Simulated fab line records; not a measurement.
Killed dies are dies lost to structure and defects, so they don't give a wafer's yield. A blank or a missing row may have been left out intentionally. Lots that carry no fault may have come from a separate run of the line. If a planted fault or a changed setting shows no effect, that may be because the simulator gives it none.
8D (eight disciplines) problem report, filled in by code ; flow sfq-line ; the parts of the form that need people (team, actions taken, sign-off) are left out

== 1. THE PROBLEM ==
At SFQ_TRILAYER_R5_LITHO_EXPOSE_137, exposure-dose-mJ-cm2 averages 13.523 over 9 wafers from 3 lots, while fault-free wafers read 14.401, standard deviation 0.013. That is -68 standard deviations from the usual mean.
The step: exposes mask R5, target cd 500 nm.
First observed at day 62 16:37: wafer L982.2, on krf-scanner-01. The record has a number at this step for 21 wafers belonging to 7 lots. By rule, "out" or "out of limits" means more than 4 standard deviations away from the usual mean. All remaining wafers that have a number are taken as sound.

== 2. WHAT IT IS AND WHAT IT IS NOT ==
question;is;is not
which readings at this step;exposure-dose-mJ-cm2;stage-vel-mm-s
which lots;L982, L984, L990;L978, L993, L994, L999
which wafers of those lots;all that have a number;-
read on which tools;krf-scanner-01;krf-scanner-02
when;from day 62 16:37;"up to then (3 sound wafers); but 9 sound wafers of L993, L994, L999 came after"

== 3. THE SUSPECTS, EACH WITH WHAT RULES IT OUT ==
Counting: a tool at any process step up to the reading remains a suspect when it ran all the lots that are out and ran no sound lot after the first of those.
- film-metro-02 at SFQ_TRILAYER_A5B_METRO_MEASURE_131: ruled out as a lasting fault. The sound lots L999 went through it after L982, its earliest lot that is out (day 58 08:28).
- krf-scanner-01 at SFQ_TRILAYER_R5_LITHO_EXPOSE_137 (exposes mask R5, target cd 500 nm): kept. Every lot that is out went through it, starting with L982 (day 62 16:37), and after that it ran no sound lot; the last sound lot it ran before then is L978 (day 62 03:13). Out on those wafers are its own readings of exposure-dose-mJ-cm2.
Remaining after the count: krf-scanner-01 at SFQ_TRILAYER_R5_LITHO_EXPOSE_137.

== 4. THE CAUSE (what the simulator had put in) ==
Process parameters drifting: krf-scanner-01 at SFQ_TRILAYER_R5_LITHO_EXPOSE_137, beginning at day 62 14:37. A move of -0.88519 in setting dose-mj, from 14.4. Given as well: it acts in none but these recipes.
The count eliminated every tool but this one.

== 5. SEQUENCE OF EFFECTS, ordered by route ==
Rows list readings where the struck wafers' mean (over those with a number) sits beyond 3 standard deviations from the usual. Readings are gone through only where the record gives a usual standard deviation; hours: the median, over the lots, of the time from a lot's start at the first step in this table giving one to that lot's start at this step; sigmas: the change measured in usual standard deviations.
hours;step;reading;usual;on struck wafers;change;sigmas
0;SFQ_TRILAYER_R5_LITHO_EXPOSE_137;exposure-dose-mJ-cm2;14.401;13.523;-0.878;-68
Process steps it contains:
- SFQ_TRILAYER_R5_LITHO_EXPOSE_137: exposes mask R5, target cd 500 nm.
At these later measuring or inspecting steps, every struck wafer for which the step has a row has a number for every such reading, and none has moved that far: SFQ_R5_OVL_MEAS_935, SFQ_I5_OVL_MEAS_936, SFQ_C5_OVL_MEAS_937, SFQ_M8_BOW_MEAS_951.

== 6. HOW IT WOULD HAVE BEEN CAUGHT EARLIER ==
First out-of-limits reading in this record: day 62 16:37, which is 2 hours after fault onset at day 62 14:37.
